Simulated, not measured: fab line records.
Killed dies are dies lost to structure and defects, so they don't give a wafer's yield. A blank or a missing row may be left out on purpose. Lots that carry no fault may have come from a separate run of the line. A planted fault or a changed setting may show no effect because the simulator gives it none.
A lot that was struck, set against a sound lot || flow sky130 || 16 out of 708 route steps
Sound: these wafers, L140.2, L140.3, L140.6. Struck: wafers L146.1, L146.6. (L146.3 of the same lot was not struck and is left out.) The cause comes at the end.
Each step with rows lists, per side, the tool, then ch with its chambers, then its first start. Under that, the readings that differ: sound wafers || struck wafers || difference of the means || sigmas: that difference in standard deviations of wafers without a fault.
alike: words and numbers the same on both sides, and readings whose means are apart by under 2 such deviations; not compared: readings that were withheld, readings missing a value for some wafer, numbers with overlapping values and no deviation given by the record, and bounds like >300 which may hide the same value.
A row with sigmas, a row that says differs or no value, or rows on one side alone: a step with any of these is where the two part. Numbers that have no deviation but don't overlap get no sigmas and don't part them. Lack of a reading on every wafer of one side parts them only where that side has two or more wafers.

first, 4 steps without rows for these wafers: SKY_RES_XHIGH_EXPOSE_04 (exposes mask URPM, target cd 1270 nm); SKY_RES_XHIGH_PEB_05; SKY_RES_XHIGH_DEVELOP_06 (develop time 60 s); SKY_RES_XHIGH_IMPLANT_07.
SKY_RES_XHIGH_STRIP_08: strips in O2/N2.
  sound on plasma_asher-02 ch 0,1, day 28 14:59; struck on plasma_asher-02 ch 1, day 30 17:47
  alike: drypump_motor_current_A, n2_flow_sccm, oes_product_au, strip_time_to_endpoint_s
  not compared: rf_hours_counter_h
SKY_RES_XHIGH_TW_MEAS_09:
  sound on film_metro-04, day 28 15:06; struck on film_metro-03, day 30 17:53
  alike: RES_XHIGH_TW
then, 6 steps without rows for these wafers: SKY_SD_N_DEHYDRATE_00 (time 60 s); SKY_SD_N_HMDS_01 (prime time 60 s); SKY_SD_N_COAT_02 (resist thk 1140 nm); SKY_SD_N_SOFTBAKE_03 (time 60 s); SKY_SD_N_EXPOSE_04 (exposes mask NSDM, target cd 380 nm); SKY_SD_N_PEB_05.
SKY_SD_N_DEVELOP_06: develop time 60 s.
  sound on litho_track-03 ch 0, day 29 18:50; struck on litho_track-03 ch 0, day 31 20:36
SKY_SD_N_CD_MEAS_07: target cd 380 nm.
  sound on cd_sem-02, day 29 18:58; struck on cd_sem-02, day 31 20:45
{"reading": "cd_nm (nm)", "sound": "376.7 376.6 378.5", "struck": "390.3 391.3", "difference": "+13.5", "sigmas": "+5"}
SKY_SD_N_OVL_MEAS_08:
  sound on overlay-02, day 29 19:05; struck on overlay-02, day 31 20:52
  alike: SD_N_OVL
after that, 1 step had no rows for these wafers: SKY_PAD_OPEN_PROBE_99.

WHERE THEY PART
At SKY_SD_N_CD_MEAS_07 and nowhere else, as far as this record goes. Later steps at which nothing parts them and some readings are alike: SKY_SD_N_OVL_MEAS_08.

WHY: what had been put in by the simulator
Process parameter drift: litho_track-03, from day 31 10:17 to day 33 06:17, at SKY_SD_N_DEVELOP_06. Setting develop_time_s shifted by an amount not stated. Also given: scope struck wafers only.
